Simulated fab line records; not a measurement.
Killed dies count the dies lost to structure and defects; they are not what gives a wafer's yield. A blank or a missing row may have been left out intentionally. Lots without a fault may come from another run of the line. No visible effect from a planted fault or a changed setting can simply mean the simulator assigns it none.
fab line records / flow sfq-line
record lots=6 wafers=18 last-day=85
route steps=325 shown L0V@27 M0@28
lots with no fault: from the same line, run without faults
start-h: hours from the record's opening day to when the first of the lot's shown wafers began / wait-h: hours from the lot's prior step to this one / " as in the row above / L1.1+2: one row covering several wafers at once / - value missing, or start not given / * or withheld: withheld / < > ~ a bound
route shown NAME@n: a module of which the file shows steps, and the number in the route of the first / usual: mean and standard deviation over wafers with no fault / same: alike in all rows / chamber/n: place in a boat / sites: readings site by site / _std_site: their standard deviation / _edge_site: mean of outer sites minus mean of inner sites / radius-mm: for every site, how far away it sits from the centre of the wafer / mask NAME#n: copy n / behind: the last tool/chamber to shape the wafer / hold: what put the lot on hold/how long, in hours/how the hold closed / device: transistor that didn't switch, given as n, p or np / end of line: tests of these same wafers at the route's end / a step without rows: its recipe alone / killed: the dies lost at the first sort to structure and to defects; this is not the yield of the wafer / map: shows each die of a wafer: x if killed, . if not, _ if none is there
set.NAME: the setting that was run; set.NAME@STEP: the one run at that earlier step / model.NAME: the simulator's own value behind a step, which no gauge read
lots at selected steps of the route; one table per step, one row per wafer
services: the hour from which a tool's chamber was out of use, counted from the record's first day as start-h (under 0 if before that day), plus the number of hours and why
## steps
# step SFQ_TRILAYER_L0_VIA_STRIP_SOLV_CLEAN_018
# recipe chemistry=NMP temp-c=70 time-s=600
# step SFQ_TRILAYER_M0_DEP_PRE_CLEAN_020
# recipe gas=Ar time-s=15 bias-v=250
# step SFQ_TRILAYER_M0_DEP_SPUTTER_019
# recipe material=Nb base-pressure-pa=1.33e-06 chamber-pressure-pa=0.1333 substrate-temp-c=20 resputter-cathode-voltage-v=400 target-thk-nm=200 power-w=2000 time-s=133.3
# usual throttle-valve-pct=29.7/0.62
lot.wafer=L802.1 tool=pvd-sputter-04 chamber=- start-h=190.12 wait-h=0.0 throttle-valve-pct=30.2
lot.wafer=L802.3 tool=pvd-sputter-04 chamber=- start-h=190.12 wait-h=0.0 throttle-valve-pct=29.6
lot.wafer=L802.4 tool=pvd-sputter-04 chamber=- start-h=190.12 wait-h=0.0 throttle-valve-pct=30.4
lot.wafer=L806.4 tool=pvd-sputter-03 chamber=- start-h=211.26 wait-h=0.0 throttle-valve-pct=29.3
lot.wafer=L806.5 tool=pvd-sputter-03 chamber=- start-h=211.26 wait-h=0.0 throttle-valve-pct=29.3
lot.wafer=L806.6 tool=pvd-sputter-03 chamber=- start-h=211.26 wait-h=0.0 throttle-valve-pct=31.3
lot.wafer=L814.1 tool=pvd-sputter-04 chamber=- start-h=276.18 wait-h=0.0 throttle-valve-pct=30.3
lot.wafer=L814.2 tool=pvd-sputter-04 chamber=- start-h=276.18 wait-h=0.0 throttle-valve-pct=30.5
lot.wafer=L814.6 tool=pvd-sputter-04 chamber=- start-h=276.18 wait-h=0.0 throttle-valve-pct=29.7
lot.wafer=L815.1 tool=pvd-sputter-04 chamber=- start-h=285.30 wait-h=0.0 throttle-valve-pct=28.7
lot.wafer=L815.4 tool=pvd-sputter-04 chamber=- start-h=285.30 wait-h=0.0 throttle-valve-pct=30.3
lot.wafer=L815.5 tool=pvd-sputter-04 chamber=- start-h=285.30 wait-h=0.0 throttle-valve-pct=28.5
lot.wafer=L818.4 tool=pvd-sputter-03 chamber=- start-h=312.27 wait-h=0.0 throttle-valve-pct=29.2
lot.wafer=L818.5 tool=pvd-sputter-03 chamber=- start-h=312.27 wait-h=0.0 throttle-valve-pct=30.2
lot.wafer=L818.6 tool=pvd-sputter-03 chamber=- start-h=312.27 wait-h=0.0 throttle-valve-pct=31.0
lot.wafer=L819.1 tool=pvd-sputter-06 chamber=- start-h=313.64 wait-h=0.0 throttle-valve-pct=29.2
lot.wafer=L819.4 tool=pvd-sputter-06 chamber=- start-h=313.64 wait-h=0.0 throttle-valve-pct=29.7
lot.wafer=L819.5 tool=pvd-sputter-06 chamber=- start-h=313.64 wait-h=0.0 throttle-valve-pct=29.4
# step SFQ_M0_RS_MEAS_904
# recipe thk-meas-gauge=four-point-probe reads=Nb_of_TRILAYER_M0_DEP_SPUTTER_019
# usual M0_NB_RS=0.893/0.012
lot.wafer=L802.1 tool=film-metro-02 chamber=- start-h=190.21 wait-h=0.0 M0_NB_RS[ohm/sq]=0.883
lot.wafer=L802.3 tool=film-metro-02 chamber=- start-h=190.21 wait-h=0.0 M0_NB_RS[ohm/sq]=0.894
lot.wafer=L802.4 tool=film-metro-02 chamber=- start-h=190.21 wait-h=0.0 M0_NB_RS[ohm/sq]=0.896
lot.wafer=L806.4 tool=film-metro-03 chamber=- start-h=211.41 wait-h=0.1 M0_NB_RS[ohm/sq]=0.896
lot.wafer=L806.5 tool=film-metro-03 chamber=- start-h=211.41 wait-h=0.1 M0_NB_RS[ohm/sq]=0.899
lot.wafer=L806.6 tool=film-metro-03 chamber=- start-h=211.41 wait-h=0.1 M0_NB_RS[ohm/sq]=0.905
lot.wafer=L814.1 tool=film-metro-04 chamber=- start-h=276.27 wait-h=0.0 M0_NB_RS[ohm/sq]=0.889
lot.wafer=L814.2 tool=film-metro-04 chamber=- start-h=276.27 wait-h=0.0 M0_NB_RS[ohm/sq]=0.867
lot.wafer=L814.6 tool=film-metro-04 chamber=- start-h=276.27 wait-h=0.0 M0_NB_RS[ohm/sq]=0.891
lot.wafer=L815.1 tool=film-metro-04 chamber=- start-h=285.39 wait-h=0.0 M0_NB_RS[ohm/sq]=0.903
lot.wafer=L815.4 tool=film-metro-04 chamber=- start-h=285.39 wait-h=0.0 M0_NB_RS[ohm/sq]=0.916
lot.wafer=L815.5 tool=film-metro-04 chamber=- start-h=285.39 wait-h=0.0 M0_NB_RS[ohm/sq]=0.902
lot.wafer=L818.4 tool=film-metro-04 chamber=- start-h=312.42 wait-h=0.1 M0_NB_RS[ohm/sq]=0.886
lot.wafer=L818.5 tool=film-metro-04 chamber=- start-h=312.42 wait-h=0.1 M0_NB_RS[ohm/sq]=0.897
lot.wafer=L818.6 tool=film-metro-04 chamber=- start-h=312.42 wait-h=0.1 M0_NB_RS[ohm/sq]=0.906
lot.wafer=L819.1 tool=film-metro-04 chamber=- start-h=313.74 wait-h=0.0 M0_NB_RS[ohm/sq]=0.882
lot.wafer=L819.4 tool=film-metro-04 chamber=- start-h=313.74 wait-h=0.0 M0_NB_RS[ohm/sq]=0.874
lot.wafer=L819.5 tool=film-metro-04 chamber=- start-h=313.74 wait-h=0.0 M0_NB_RS[ohm/sq]=0.872
# step SFQ_TRILAYER_M0_LITHO_COAT_026
# recipe resist=BARC spin-rpm=3000 resist-thk-nm=62
# step SFQ_TRILAYER_M0_LITHO_COAT_021
# recipe resist=KrF spin-rpm=3000 resist-thk-nm=600
# step SFQ_TRILAYER_M0_LITHO_SOFTBAKE_025
# recipe temp-c=withheld time-s=withheld resist=KrF
# step SFQ_TRILAYER_M0_LITHO_EXPOSE_022
# recipe mask-id=M0 na=0.6 source-shape=conventional sigma-outer=0.65 target-cd-nm=500 dose-mj=14.4
# step SFQ_TRILAYER_M0_LITHO_PEB_024
# recipe peb-temp-c=115 peb-time-s=60 resist=KrF
# step SFQ_TRILAYER_M0_LITHO_DEVELOP_023
# recipe time-s=60 resist=KrF
# step SFQ_M0_OVL_MEAS_906
# usual M0_OVL=-2/6.3
lot.wafer=L802.1 tool=overlay-02 chamber=- start-h=301.03 wait-h=0.1 M0_OVL[nm]=6
lot.wafer=L802.3 tool=overlay-02 chamber=- start-h=301.03 wait-h=0.1 M0_OVL[nm]=3
lot.wafer=L802.4 tool=overlay-02 chamber=- start-h=301.03 wait-h=0.1 M0_OVL[nm]=4
lot.wafer=L806.4 tool=overlay-01 chamber=- start-h=333.30 wait-h=0.1 M0_OVL[nm]=2
lot.wafer=L806.5 tool=overlay-01 chamber=- start-h=333.30 wait-h=0.1 M0_OVL[nm]=3
lot.wafer=L806.6 tool=overlay-01 chamber=- start-h=333.30 wait-h=0.1 M0_OVL[nm]=7
lot.wafer=L814.1 tool=overlay-02 chamber=- start-h=407.04 wait-h=0.1 M0_OVL[nm]=-12
lot.wafer=L814.2 tool=overlay-02 chamber=- start-h=407.04 wait-h=0.1 M0_OVL[nm]=-6
lot.wafer=L814.6 tool=overlay-02 chamber=- start-h=407.04 wait-h=0.1 M0_OVL[nm]=-11
lot.wafer=L815.1 tool=overlay-01 chamber=- start-h=417.79 wait-h=0.1 M0_OVL[nm]=-9
lot.wafer=L815.4 tool=overlay-01 chamber=- start-h=417.79 wait-h=0.1 M0_OVL[nm]=-7
lot.wafer=L815.5 tool=overlay-01 chamber=- start-h=417.79 wait-h=0.1 M0_OVL[nm]=-14
lot.wafer=L818.4 tool=overlay-01 chamber=- start-h=453.01 wait-h=0.1 M0_OVL[nm]=-11
lot.wafer=L818.5 tool=overlay-01 chamber=- start-h=453.01 wait-h=0.1 M0_OVL[nm]=-11
lot.wafer=L818.6 tool=overlay-01 chamber=- start-h=453.01 wait-h=0.1 M0_OVL[nm]=-5
lot.wafer=L819.1 tool=overlay-02 chamber=- start-h=455.39 wait-h=0.1 M0_OVL[nm]=-1
lot.wafer=L819.4 tool=overlay-02 chamber=- start-h=455.39 wait-h=0.1 M0_OVL[nm]=-4
lot.wafer=L819.5 tool=overlay-02 chamber=- start-h=455.39 wait-h=0.1 M0_OVL[nm]=-2
# step SFQ_TRILAYER_M0_BARC_OPEN_METAL_ETCH_031
# recipe mask-material=PR chemistry=O2 target-depth-nm=125 target=BARC icp-w=600 bias-w=80 pressure-mtorr=10 time-s=41.7
# usual drypump-motor-current-A=5.9/0.35 oes-product-au=0.685/0.0042
lot.wafer=L802.1 tool=rie-metal-01 chamber=0 start-h=301.07 wait-h=0.0 drypump-motor-current-A=5.7 oes-product-au=0.702 rf-hours-counter-h=126 model.KrF_of_TRILAYER_M0_LITHO_COAT_021.thk-nm=525.3 model.SiO2_of_TRILAYER_L0_CAP_PECVD_011.thk-nm=55.4
lot.wafer=L802.3 tool=rie-metal-01 chamber=0 start-h=301.07 wait-h=0.0 drypump-motor-current-A=5.7 oes-product-au=0.690 rf-hours-counter-h=- model.KrF_of_TRILAYER_M0_LITHO_COAT_021.thk-nm=524.1 model.SiO2_of_TRILAYER_L0_CAP_PECVD_011.thk-nm=54.37
lot.wafer=L802.4 tool=rie-metal-01 chamber=0 start-h=301.07 wait-h=0.0 drypump-motor-current-A=5.7 oes-product-au=0.691 rf-hours-counter-h=- model.KrF_of_TRILAYER_M0_LITHO_COAT_021.thk-nm=524.9 model.SiO2_of_TRILAYER_L0_CAP_PECVD_011.thk-nm=55.2
lot.wafer=L806.4 tool=rie-metal-02 chamber=1 start-h=333.34 wait-h=0.0 drypump-motor-current-A=6.5 oes-product-au=0.682 rf-hours-counter-h=- model.KrF_of_TRILAYER_M0_LITHO_COAT_021.thk-nm=522.8 model.SiO2_of_TRILAYER_L0_CAP_PECVD_011.thk-nm=55.39
lot.wafer=L806.5 tool=rie-metal-02 chamber=1 start-h=333.34 wait-h=0.0 drypump-motor-current-A=6.5 oes-product-au=0.688 rf-hours-counter-h=- model.KrF_of_TRILAYER_M0_LITHO_COAT_021.thk-nm=524.8 model.SiO2_of_TRILAYER_L0_CAP_PECVD_011.thk-nm=55.55
lot.wafer=L806.6 tool=rie-metal-02 chamber=0 start-h=333.34 wait-h=0.0 drypump-motor-current-A=5.6 oes-product-au=0.686 rf-hours-counter-h=- model.KrF_of_TRILAYER_M0_LITHO_COAT_021.thk-nm=521.5 model.SiO2_of_TRILAYER_L0_CAP_PECVD_011.thk-nm=56.04
lot.wafer=L814.1 tool=rie-metal-02 chamber=1 start-h=407.08 wait-h=0.0 drypump-motor-current-A=6.6 oes-product-au=0.688 rf-hours-counter-h=19 model.KrF_of_TRILAYER_M0_LITHO_COAT_021.thk-nm=490.9 model.SiO2_of_TRILAYER_L0_CAP_PECVD_011.thk-nm=53.78
lot.wafer=L814.2 tool=rie-metal-02 chamber=0 start-h=407.08 wait-h=0.0 drypump-motor-current-A=5.6 oes-product-au=0.687 rf-hours-counter-h=165 model.KrF_of_TRILAYER_M0_LITHO_COAT_021.thk-nm=523.3 model.SiO2_of_TRILAYER_L0_CAP_PECVD_011.thk-nm=54.46
lot.wafer=L814.6 tool=rie-metal-02 chamber=1 start-h=407.08 wait-h=0.0 drypump-motor-current-A=6.5 oes-product-au=0.682 rf-hours-counter-h=- model.KrF_of_TRILAYER_M0_LITHO_COAT_021.thk-nm=489.6 model.SiO2_of_TRILAYER_L0_CAP_PECVD_011.thk-nm=55.05
lot.wafer=L815.1 tool=rie-metal-02 chamber=1 start-h=417.83 wait-h=0.0 drypump-motor-current-A=6.5 oes-product-au=0.683 rf-hours-counter-h=21 model.KrF_of_TRILAYER_M0_LITHO_COAT_021.thk-nm=490.1 model.SiO2_of_TRILAYER_L0_CAP_PECVD_011.thk-nm=53.37
lot.wafer=L815.4 tool=rie-metal-02 chamber=1 start-h=417.83 wait-h=0.0 drypump-motor-current-A=6.5 oes-product-au=0.687 rf-hours-counter-h=- model.KrF_of_TRILAYER_M0_LITHO_COAT_021.thk-nm=488.6 model.SiO2_of_TRILAYER_L0_CAP_PECVD_011.thk-nm=54.55
lot.wafer=L815.5 tool=rie-metal-02 chamber=1 start-h=417.83 wait-h=0.0 drypump-motor-current-A=6.5 oes-product-au=0.682 rf-hours-counter-h=- model.KrF_of_TRILAYER_M0_LITHO_COAT_021.thk-nm=488.4 model.SiO2_of_TRILAYER_L0_CAP_PECVD_011.thk-nm=55.38
lot.wafer=L818.4 tool=rie-metal-03 chamber=1 start-h=453.04 wait-h=0.0 drypump-motor-current-A=6.1 oes-product-au=0.686 rf-hours-counter-h=- model.KrF_of_TRILAYER_M0_LITHO_COAT_021.thk-nm=518.2 model.SiO2_of_TRILAYER_L0_CAP_PECVD_011.thk-nm=55.73
lot.wafer=L818.5 tool=rie-metal-03 chamber=1 start-h=453.04 wait-h=0.0 drypump-motor-current-A=6.1 oes-product-au=0.686 rf-hours-counter-h=- model.KrF_of_TRILAYER_M0_LITHO_COAT_021.thk-nm=519.9 model.SiO2_of_TRILAYER_L0_CAP_PECVD_011.thk-nm=55.8
lot.wafer=L818.6 tool=rie-metal-03 chamber=0 start-h=453.04 wait-h=0.0 drypump-motor-current-A=5.6 oes-product-au=0.684 rf-hours-counter-h=- model.KrF_of_TRILAYER_M0_LITHO_COAT_021.thk-nm=520.1 model.SiO2_of_TRILAYER_L0_CAP_PECVD_011.thk-nm=55.49
lot.wafer=L819.1 tool=rie-metal-01 chamber=0 start-h=455.42 wait-h=0.0 drypump-motor-current-A=5.7 oes-product-au=0.682 rf-hours-counter-h=146 model.KrF_of_TRILAYER_M0_LITHO_COAT_021.thk-nm=525.7 model.SiO2_of_TRILAYER_L0_CAP_PECVD_011.thk-nm=54.09
lot.wafer=L819.4 tool=rie-metal-01 chamber=1 start-h=455.42 wait-h=0.0 drypump-motor-current-A=6.0 oes-product-au=0.679 rf-hours-counter-h=- model.KrF_of_TRILAYER_M0_LITHO_COAT_021.thk-nm=526.6 model.SiO2_of_TRILAYER_L0_CAP_PECVD_011.thk-nm=55.39
lot.wafer=L819.5 tool=rie-metal-01 chamber=0 start-h=455.42 wait-h=0.0 drypump-motor-current-A=5.6 oes-product-au=0.693 rf-hours-counter-h=- model.KrF_of_TRILAYER_M0_LITHO_COAT_021.thk-nm=524.7 model.SiO2_of_TRILAYER_L0_CAP_PECVD_011.thk-nm=54.19
# step SFQ_TRILAYER_M0_ETCH_METAL_ETCH_024
# recipe target=Nb stop-on=SiO2 mask-material=PR chemistry=Cl2/Ar target-depth-nm=240 icp-w=600 bias-w=80 pressure-mtorr=10 time-s=120
# usual drypump-motor-current-A=5.9/0.35 oes-product-au=0.893/0.0084
lot.wafer=L802.1 tool=rie-metal-01 chamber=0 start-h=301.18 wait-h=0.1 drypump-motor-current-A=5.7 oes-product-au=0.898 rf-hours-counter-h=126 model.KrF_of_TRILAYER_M0_LITHO_COAT_021.thk-nm=385.1
lot.wafer=L802.3 tool=rie-metal-01 chamber=0 start-h=301.18 wait-h=0.1 drypump-motor-current-A=5.7 oes-product-au=0.888 rf-hours-counter-h=- model.KrF_of_TRILAYER_M0_LITHO_COAT_021.thk-nm=383.2
lot.wafer=L802.4 tool=rie-metal-01 chamber=0 start-h=301.18 wait-h=0.1 drypump-motor-current-A=5.7 oes-product-au=0.892 rf-hours-counter-h=- model.KrF_of_TRILAYER_M0_LITHO_COAT_021.thk-nm=384.3
lot.wafer=L806.4 tool=rie-metal-02 chamber=1 start-h=333.42 wait-h=0.1 drypump-motor-current-A=6.5 oes-product-au=0.888 rf-hours-counter-h=- model.KrF_of_TRILAYER_M0_LITHO_COAT_021.thk-nm=387.5
lot.wafer=L806.5 tool=rie-metal-02 chamber=1 start-h=333.42 wait-h=0.1 drypump-motor-current-A=6.5 oes-product-au=0.881 rf-hours-counter-h=- model.KrF_of_TRILAYER_M0_LITHO_COAT_021.thk-nm=389.5
lot.wafer=L806.6 tool=rie-metal-02 chamber=0 start-h=333.42 wait-h=0.1 drypump-motor-current-A=5.6 oes-product-au=0.896 rf-hours-counter-h=- model.KrF_of_TRILAYER_M0_LITHO_COAT_021.thk-nm=382.8
lot.wafer=L814.1 tool=rie-metal-02 chamber=1 start-h=407.14 wait-h=0.0 drypump-motor-current-A=6.5 oes-product-au=0.895 rf-hours-counter-h=19 model.KrF_of_TRILAYER_M0_LITHO_COAT_021.thk-nm=348.8
lot.wafer=L814.2 tool=rie-metal-02 chamber=0 start-h=407.14 wait-h=0.0 drypump-motor-current-A=5.6 oes-product-au=0.909 rf-hours-counter-h=165 model.KrF_of_TRILAYER_M0_LITHO_COAT_021.thk-nm=382.2
lot.wafer=L814.6 tool=rie-metal-02 chamber=1 start-h=407.14 wait-h=0.0 drypump-motor-current-A=6.5 oes-product-au=0.896 rf-hours-counter-h=- model.KrF_of_TRILAYER_M0_LITHO_COAT_021.thk-nm=349.1
lot.wafer=L815.1 tool=rie-metal-02 chamber=1 start-h=417.95 wait-h=0.1 drypump-motor-current-A=6.5 oes-product-au=0.885 rf-hours-counter-h=21 model.KrF_of_TRILAYER_M0_LITHO_COAT_021.thk-nm=349.2
lot.wafer=L815.4 tool=rie-metal-02 chamber=1 start-h=417.95 wait-h=0.1 drypump-motor-current-A=6.5 oes-product-au=0.885 rf-hours-counter-h=- model.KrF_of_TRILAYER_M0_LITHO_COAT_021.thk-nm=347.1
lot.wafer=L815.5 tool=rie-metal-02 chamber=1 start-h=417.95 wait-h=0.1 drypump-motor-current-A=6.5 oes-product-au=0.893 rf-hours-counter-h=- model.KrF_of_TRILAYER_M0_LITHO_COAT_021.thk-nm=347
lot.wafer=L818.4 tool=rie-metal-03 chamber=1 start-h=453.13 wait-h=0.1 drypump-motor-current-A=6.1 oes-product-au=0.901 rf-hours-counter-h=- model.KrF_of_TRILAYER_M0_LITHO_COAT_021.thk-nm=376.8
lot.wafer=L818.5 tool=rie-metal-03 chamber=1 start-h=453.13 wait-h=0.1 drypump-motor-current-A=6.1 oes-product-au=0.880 rf-hours-counter-h=- model.KrF_of_TRILAYER_M0_LITHO_COAT_021.thk-nm=378.4
lot.wafer=L818.6 tool=rie-metal-03 chamber=0 start-h=453.13 wait-h=0.1 drypump-motor-current-A=5.6 oes-product-au=0.885 rf-hours-counter-h=- model.KrF_of_TRILAYER_M0_LITHO_COAT_021.thk-nm=380.3
lot.wafer=L819.1 tool=rie-metal-01 chamber=0 start-h=455.48 wait-h=0.0 drypump-motor-current-A=5.7 oes-product-au=0.899 rf-hours-counter-h=146 model.KrF_of_TRILAYER_M0_LITHO_COAT_021.thk-nm=384.1
lot.wafer=L819.4 tool=rie-metal-01 chamber=1 start-h=455.48 wait-h=0.0 drypump-motor-current-A=6.0 oes-product-au=0.908 rf-hours-counter-h=- model.KrF_of_TRILAYER_M0_LITHO_COAT_021.thk-nm=387.5
lot.wafer=L819.5 tool=rie-metal-01 chamber=0 start-h=455.48 wait-h=0.0 drypump-motor-current-A=5.7 oes-product-au=0.907 rf-hours-counter-h=- model.KrF_of_TRILAYER_M0_LITHO_COAT_021.thk-nm=382.6
# step SFQ_TRILAYER_M0_STRIP_STRIP_025
# recipe gas=O2 power-w=200 platen-temp-c=40 overash-fraction=0.65 chemistry=O2 pressure-mtorr=50
# usual drypump-motor-current-A=5.9/0.35 oes-product-au=0.998/0.0088
# same overash-fraction=0.65
lot.wafer=L802.1 tool=rie-metal-01 chamber=0 start-h=301.43 wait-h=0.2 drypump-motor-current-A=5.7 oes-product-au=0.998 rf-hours-counter-h=126
lot.wafer=L802.3 tool=rie-metal-01 chamber=0 start-h=301.43 wait-h=0.2 drypump-motor-current-A=5.6 oes-product-au=1.001 rf-hours-counter-h=-
lot.wafer=L802.4 tool=rie-metal-01 chamber=0 start-h=301.43 wait-h=0.2 drypump-motor-current-A=5.7 oes-product-au=0.998 rf-hours-counter-h=-
lot.wafer=L806.4 tool=rie-metal-02 chamber=1 start-h=333.71 wait-h=0.2 drypump-motor-current-A=6.5 oes-product-au=0.988 rf-hours-counter-h=-
lot.wafer=L806.5 tool=rie-metal-02 chamber=1 start-h=333.71 wait-h=0.2 drypump-motor-current-A=6.5 oes-product-au=0.995 rf-hours-counter-h=-
lot.wafer=L806.6 tool=rie-metal-02 chamber=0 start-h=333.71 wait-h=0.2 drypump-motor-current-A=5.6 oes-product-au=1.004 rf-hours-counter-h=-
lot.wafer=L814.1 tool=rie-metal-02 chamber=1 start-h=407.26 wait-h=0.1 drypump-motor-current-A=6.5 oes-product-au=0.997 rf-hours-counter-h=19
lot.wafer=L814.2 tool=rie-metal-02 chamber=0 start-h=407.26 wait-h=0.1 drypump-motor-current-A=5.6 oes-product-au=1.002 rf-hours-counter-h=165
lot.wafer=L814.6 tool=rie-metal-02 chamber=1 start-h=407.26 wait-h=0.1 drypump-motor-current-A=6.5 oes-product-au=0.996 rf-hours-counter-h=-
lot.wafer=L815.1 tool=rie-metal-02 chamber=1 start-h=418.20 wait-h=0.2 drypump-motor-current-A=6.5 oes-product-au=1.004 rf-hours-counter-h=21
lot.wafer=L815.4 tool=rie-metal-02 chamber=1 start-h=418.20 wait-h=0.2 drypump-motor-current-A=6.5 oes-product-au=1.003 rf-hours-counter-h=-
lot.wafer=L815.5 tool=rie-metal-02 chamber=1 start-h=418.20 wait-h=0.2 drypump-motor-current-A=6.5 oes-product-au=1.001 rf-hours-counter-h=-
lot.wafer=L818.4 tool=rie-metal-03 chamber=1 start-h=453.41 wait-h=0.2 drypump-motor-current-A=6.2 oes-product-au=0.990 rf-hours-counter-h=-
lot.wafer=L818.5 tool=rie-metal-03 chamber=1 start-h=453.41 wait-h=0.2 drypump-motor-current-A=6.1 oes-product-au=0.992 rf-hours-counter-h=-
lot.wafer=L818.6 tool=rie-metal-03 chamber=0 start-h=453.41 wait-h=0.2 drypump-motor-current-A=5.6 oes-product-au=0.998 rf-hours-counter-h=-
lot.wafer=L819.1 tool=rie-metal-01 chamber=0 start-h=455.61 wait-h=0.1 drypump-motor-current-A=5.7 oes-product-au=0.996 rf-hours-counter-h=146
lot.wafer=L819.4 tool=rie-metal-01 chamber=1 start-h=455.61 wait-h=0.1 drypump-motor-current-A=6.0 oes-product-au=0.994 rf-hours-counter-h=-
lot.wafer=L819.5 tool=rie-metal-01 chamber=0 start-h=455.61 wait-h=0.1 drypump-motor-current-A=5.7 oes-product-au=1.004 rf-hours-counter-h=-
## services
tool=pvd-sputter-03 chamber=- start-h=171.45 hours=7.3 kind=repair
tool=rie-metal-03 chamber=0 start-h=178.75 hours=- kind=clean
tool=rie-metal-03 chamber=0 start-h=178.75 hours=20.9 kind=scheduled-down
tool=rie-metal-03 chamber=0 start-h=178.75 hours=20.9 kind=vent-cycle
tool=pvd-sputter-04 chamber=1 start-h=183.99 hours=- kind=consumable-replace:kit
tool=pvd-sputter-04 chamber=1 start-h=183.99 hours=18.0 kind=scheduled-down
tool=pvd-sputter-04 chamber=- start-h=202.22 hours=1.6 kind=repair
tool=rie-metal-02 chamber=1 start-h=255.80 hours=- kind=clean
tool=rie-metal-02 chamber=1 start-h=255.80 hours=15.9 kind=scheduled-down
tool=rie-metal-02 chamber=1 start-h=255.80 hours=15.9 kind=vent-cycle
tool=rie-metal-01 chamber=1 start-h=262.61 hours=12.2 kind=repair
tool=rie-metal-02 chamber=0 start-h=266.03 hours=14.2 kind=repair
tool=rie-metal-02 chamber=- start-h=272.10 hours=0.8 kind=repair
tool=rie-metal-03 chamber=- start-h=283.13 hours=0.6 kind=repair
tool=rie-metal-01 chamber=1 start-h=295.68 hours=6.8 kind=repair
tool=rie-metal-02 chamber=- start-h=301.08 hours=4.3 kind=pm
tool=pvd-sputter-04 chamber=- start-h=334.39 hours=11.6 kind=repair
tool=rie-metal-02 chamber=- start-h=361.29 hours=0.2 kind=repair
tool=pvd-sputter-06 chamber=- start-h=384.71 hours=3.1 kind=repair
tool=rie-metal-02 chamber=0 start-h=417.47 hours=- kind=clean
tool=rie-metal-02 chamber=0 start-h=417.47 hours=14.4 kind=scheduled-down
tool=rie-metal-02 chamber=0 start-h=417.47 hours=14.4 kind=vent-cycle
tool=pvd-sputter-06 chamber=- start-h=430.60 hours=8.9 kind=repair
tool=rie-metal-01 chamber=- start-h=433.65 hours=3.9 kind=repair
## key
first-sign none at tools or gauges
model-effect step=SFQ_TRILAYER_M0_BARC_OPEN_METAL_ETCH_031 value=KrF_of_TRILAYER_M0_LITHO_COAT_021.thk-nm without=521.7 struck=489.5
model-effect step=SFQ_TRILAYER_M0_ETCH_METAL_ETCH_024 value=KrF_of_TRILAYER_M0_LITHO_COAT_021.thk-nm without=380.4 struck=348.2
met-at SFQ_TRILAYER_M0_BARC_OPEN_METAL_ETCH_031
struck-wafers L814.1,L814.6,L815.1,L815.4,L815.5
onset-between 333.34 407.08
fault kind=process-parameter-drift tool=rie-metal-02 chamber=1 onset-h=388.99 steps=SFQ_TRILAYER_M0_BARC_OPEN_METAL_ETCH_031 channel=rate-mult offset=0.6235 shape=step end-h=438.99
